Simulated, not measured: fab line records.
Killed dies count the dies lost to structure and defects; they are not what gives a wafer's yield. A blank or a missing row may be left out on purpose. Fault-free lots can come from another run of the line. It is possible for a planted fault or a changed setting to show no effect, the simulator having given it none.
Chamber matching | flow sky130 | cmp-02 running SKY_CONTACT_CMP_27: 4 sister chambers
The step polishes, stops on SiO2, t overpolish 15 s, target thk 0 nm. 20 wafers are shown with their chamber, then 10 later ones without.

== EACH WAFER AND ITS CHAMBER ==
wafer  | chamber | motor-current-A (A) | time-to-endpoint-s (s) | slurry-filter-dp-kPa (kPa)
L716.2 | 1       | 14.0                | 88                     | 13.60
L716.5 | 0       | 14.2                | 83                     | 13.36
L716.6 | 3       | 9.8                 | 84                     | 13.75
L719.1 | 3       | 9.7                 | 82                     | 13.49
L719.3 | 0       | 14.0                | 82                     | 13.46
L719.4 | 1       | 13.8                | 86                     | 13.39
L726.2 | 0       | 14.2                | 80                     | 13.37
L726.3 | 1       | 13.1                | 79                     | 13.81
L726.6 | 2       | 10.3                | 80                     | 13.61
L729.3 | 0       | 13.5                | 85                     | 13.55
L729.4 | 1       | 13.7                | 83                     | 13.44
L729.6 | 2       | 10.1                | 81                     | 13.45
L731.4 | 2       | 10.7                | 79                     | 13.31
L731.5 | 3       | 9.5                 | 78                     | 13.27
L731.6 | 2       | 10.4                | 77                     | 13.31
L732.1 | 2       | 10.2                | 79                     | 13.71
L732.3 | 0       | 14.5                | 79                     | 13.51
L732.5 | 2       | 9.7                 | 79                     | 13.53
L733.1 | 3       | 10.2                | 77                     | 13.37
L733.2 | 2       | 10.3                | 80                     | 13.58

SIGNATURES (means of the wafers above)
reading              | chamber 0 | chamber 1 | chamber 2 | chamber 3 | scatter within a chamber
motor-current-A      | 14.080    | 13.650    | 10.243    | 9.800     | 0.337
time-to-endpoint-s   | 81.80     | 84.00     | 79.29     | 80.25     | 2.63
slurry-filter-dp-kPa | 13.4500   | 13.5600   | 13.5000   | 13.4700   | 0.159
Rule: distance of a wafer from a chamber = root of the sum over the readings of ((wafer's reading minus chamber's mean) / reading's scatter) squared. If the next closest chamber is less than 2 further off than the closest, the wafer can't be placed; otherwise it belongs to the closest. How the scatter is found: for the shown wafers, subtract from each reading the mean of its chamber, square and add these, divide the total by (wafers less chambers), then take the root.

== WAFERS WITH NO CHAMBER GIVEN ==
wafer  | motor-current-A (A) | time-to-endpoint-s (s) | slurry-filter-dp-kPa (kPa)
L733.5 | 14.3                | 78                     | 13.52
L735.1 | 10.5                | 75                     | 13.57
L735.3 | 13.7                | 79                     | 13.38
L735.4 | 10.3                | 76                     | 13.66
L738.1 | 9.7                 | 78                     | 13.64
L738.3 | 10.5                | 81                     | 13.53
L738.5 | 13.4                | 82                     | 13.42
L739.2 | 10.2                | 79                     | 13.69
L739.3 | 12.7                | 82                     | 13.45
L739.6 | 13.7                | 78                     | 13.58

== CHAMBER TAKEN BY EACH ==
wafer  | from the rows above     | in truth
L733.5 | can't be placed: 0 or 1 | 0
L735.1 | can't be placed: 2 or 3 | 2
L735.3 | can't be placed: 0 or 1 | 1
L735.4 | can't be placed: 2 or 3 | 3
L738.1 | can't be placed: 3 or 2 | 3
L738.3 | can't be placed: 2 or 3 | 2
L738.5 | can't be placed: 1 or 0 | 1
L739.2 | can't be placed: 2 or 3 | 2
L739.3 | can't be placed: 1 or 0 | 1
L739.6 | can't be placed: 0 or 1 | 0
Correctly placed: 0 of 10. Can't be placed from these rows: 10 (the true chamber is among the candidates in 10). 0 placed wrongly.
